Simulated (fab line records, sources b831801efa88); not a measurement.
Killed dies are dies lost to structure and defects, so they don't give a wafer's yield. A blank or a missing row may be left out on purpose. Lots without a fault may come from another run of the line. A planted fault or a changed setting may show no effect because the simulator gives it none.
Problem report in the 8D (eight disciplines) form, filled by code | flow sky130 | the parts of the form that need people (team, actions taken, sign-off) are left out

1. THE PROBLEM
run_length_s at SKY_METAL3_METAL_ETCH_18 reads a mean of 190.4 s on 6 wafers of 2 lots; wafers without a fault read 211.4 s with a standard deviation of 0.8. That is -26 standard deviations from the usual mean.
The step: etches the open film in Cl2/BCl3, stops on SiO2, target depth 845 nm, time 183.1 s.
First seen on wafer L515.2, day 41 00:10, on rie_metal-03. The record holds 33 wafers of 11 lots with a number at this step. Rule for "out", or "out of limits": more than 4 standard deviations from the usual mean. The other wafers with a number count as sound.

2. WHAT IT IS AND WHAT IT IS NOT
question                    | is                           | is not
which readings at this step | run_length_s, oes_product_au | drypump_motor_current_A
which lots                  | L515, L516                   | L508, L509, L513, L514, L525, L527, L528, L529, L531
which wafers of those lots  | all that have a number       | -
read on which tools         | rie_metal-03                 | rie_metal-02
when                        | from day 41 00:10            | up to then (12 sound wafers); but 15 sound wafers of L525, L527, L528, L529, L531 came after

3. SUSPECTS, AND WHAT RULES EACH OUT
Counting: a tool at a process step up to the reading stays a suspect if it ran every lot that is out and no sound lot after the first of them.
- pvd_sputter-02 at SKY_METAL3_SPUTTER_01 (material TiN, target thk 20 nm, time 16.7 s): ruled out as a lasting fault. Sound lots L528 ran on it after its first lot that is out, L515 (day 38 23:08).
- pvd_sputter-03 at SKY_CAPM_SPUTTER_02 (material TiN, target thk 200 nm, time 166.7 s): ruled out as a lasting fault. Sound lots L531 ran on it after its first lot that is out, L515 (day 38 23:21).
- rie_metal-03 at SKY_METAL3_METAL_ETCH_18 (etches the open film in Cl2/BCl3, stops on SiO2, target depth 845 nm, time 183.1 s): ruled out as a lasting fault. Sound lots L528, L529, L531 ran on it after its first lot that is out, L515 (day 41 00:10).
Left after counting: nothing in the record.

4. THE CAUSE (what the simulator had put in)
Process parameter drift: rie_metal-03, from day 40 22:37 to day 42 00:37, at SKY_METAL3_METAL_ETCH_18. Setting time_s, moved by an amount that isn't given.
Counting ruled it out, wrongly.

5. THE CHAIN OF EFFECTS, in route order
Each row: a reading whose mean over the struck wafers that have a number lies more than 3 standard deviations from the usual. Only readings for which the record gives a usual standard deviation are gone through. hours: the time from each lot's start at the first step in this table that gives one to its start at this step, as a median over the lots. sigmas: the change in usual standard deviations.
hours | step                     | reading                  | usual      | on struck wafers | change | sigmas
0     | SKY_METAL3_METAL_ETCH_18 | oes_product_au           | 0.867 a.u. | 0.986            | +0.119 | +17
0     | SKY_METAL3_METAL_ETCH_18 | run_length_s             | 211.4 s    | 190.4            | -21.0  | -26
0     | SKY_METAL3_STRIP_19      | oes_product_au           | 0.499 a.u. | 0.521            | +0.022 | +3.5
0     | SKY_METAL3_STRIP_19      | strip_time_to_endpoint_s | 6.48 s     | 7.04             | +0.56  | +6.6
The process steps in it:
- SKY_METAL3_METAL_ETCH_18: etches the open film in Cl2/BCl3, stops on SiO2, target depth 845 nm, time 183.1 s.
- SKY_METAL3_STRIP_19: strips in O2/N2.
Readings that are blank on the struck wafers while sound wafers have them: bias_w at SKY_METAL3_METAL_ETCH_18.

6. WHAT WOULD HAVE CAUGHT IT SOONER
In this record the first reading out of limits was taken at day 41 00:10, 2 hours after the fault began at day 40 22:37.
